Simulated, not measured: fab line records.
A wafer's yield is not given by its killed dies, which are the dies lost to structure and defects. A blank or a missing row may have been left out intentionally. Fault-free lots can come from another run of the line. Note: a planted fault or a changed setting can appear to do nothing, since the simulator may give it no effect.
What tool caused it? || flow gf180mcu || 72 wafers sampled from 24 lots at 1 step of a route of 602

## WHAT THE GAUGES SHOWED, per wafer
GF_V3_CD_MEAS_14 targets a cd of 260 nm.
{"lot": "L074", "measured": "day 22 13:05", "on": "cd sem-01", "cd nm (nm)": "259.8 259.9 260.5"}
{"lot": "L075", "measured": "day 22 19:23", "on": "cd sem-02", "cd nm (nm)": "258.3 258.7 257.9"}
{"lot": "L076", "measured": "day 23 13:05", "on": "cd sem-01", "cd nm (nm)": "259.9 258.1 259.9"}
{"lot": "L077", "measured": "day 23 19:06", "on": "cd sem-02", "cd nm (nm)": "258.6 258.5 258.7"}
{"lot": "L078", "measured": "day 24 00:59", "on": "cd sem-02", "cd nm (nm)": "258.7 258.1 259.6"}
{"lot": "L079", "measured": "day 24 06:53", "on": "cd sem-01", "cd nm (nm)": "259.3 260.1 258.9"}
{"lot": "L080", "measured": "day 24 21:29", "on": "cd sem-01", "cd nm (nm)": "258.0 257.1 257.3"}
{"lot": "L081", "measured": "day 25 01:02", "on": "cd sem-02", "cd nm (nm)": "261.0 261.5 261.6"}
{"lot": "L082", "measured": "day 25 16:37", "on": "cd sem-01", "cd nm (nm)": "261.3 260.9 260.6"}
{"lot": "L083", "measured": "day 25 19:43", "on": "cd sem-01", "cd nm (nm)": "256.9 257.9 256.9"}
{"lot": "L084", "measured": "day 26 02:11", "on": "cd sem-01", "cd nm (nm)": "260.7 259.9 260.4"}
{"lot": "L085", "measured": "day 26 13:56", "on": "cd sem-02", "cd nm (nm)": "260.4 261.3 260.1"}
{"lot": "L086", "measured": "day 26 20:02", "on": "cd sem-01", "cd nm (nm)": "260.4 261.0 259.8"}
{"lot": "L087", "measured": "day 27 01:59", "on": "cd sem-01", "cd nm (nm)": "259.0 260.2 259.9"}
{"lot": "L088", "measured": "day 27 12:59", "on": "cd sem-01", "cd nm (nm)": "259.8 259.1 260.1"}
{"lot": "L089", "measured": "day 27 13:50", "on": "cd sem-02", "cd nm (nm)": "261.0 259.7 258.3"}
{"lot": "L090", "measured": "day 27 21:08", "on": "cd sem-02", "cd nm (nm)": "259.6 258.7 260.0"}
{"lot": "L091", "measured": "day 28 04:09", "on": "cd sem-01", "cd nm (nm)": "260.9 260.6 259.5"}
{"lot": "L092", "measured": "day 28 11:08", "on": "cd sem-01", "cd nm (nm)": "261.2 261.4 261.4"}
{"lot": "L093", "measured": "day 28 19:38", "on": "cd sem-02", "cd nm (nm)": "261.0 262.0 260.2"}
{"lot": "L094", "measured": "day 29 01:52", "on": "cd sem-02", "cd nm (nm)": "260.5 259.4 259.1"}
{"lot": "L095", "measured": "day 29 12:05", "on": "cd sem-02", "cd nm (nm)": "261.7 262.4 261.7"}
{"lot": "L096", "measured": "day 29 13:08", "on": "cd sem-01", "cd nm (nm)": "259.8 261.4 260.5"}
{"lot": "L097", "measured": "day 29 17:42", "on": "cd sem-02", "cd nm (nm)": "259.8 260.4 259.9"}

## WHAT TOOL EACH LOT RAN ON (gives the tool, then ch and the chambers of the sampled wafers, and finally the start)
Record: no process step prior to these readings.

## WHAT THE TOOLS THEMSELVES READ (means of the sampled wafers that have a number; where no wafer has one, the mark that the record gives instead)
The record holds no such reading with a usual standard deviation.

## THE ANSWER, worked out from the rows above alone
Rule: the lots themselves supply what counts as usual. Put in order of their means at a reading, lots are off if they are a third of the lots or fewer, leave a main group of 4 or more, and stand apart from it by a gap of 3 or more times the standard deviation of the main group's means; of several such gaps the widest counts. Not used: any main group whose means are identical at the precision the tables above print for the reading. A lot without any number at a reading at which 4 lots or more have one is off too. Where the step has rows for the other lots, those lots are counted as sound. Order of review: gauges by route order, followed by the tools' own readings, for which a lot's mean as printed above is used. The first step at which some lot is off is used, and at that step the reading that is off furthest; a lot without a number counts as furthest.
No lot is off on any of the readings shown, so nothing can be concluded from this.

## WHAT THE SIMULATOR HAD INSERTED
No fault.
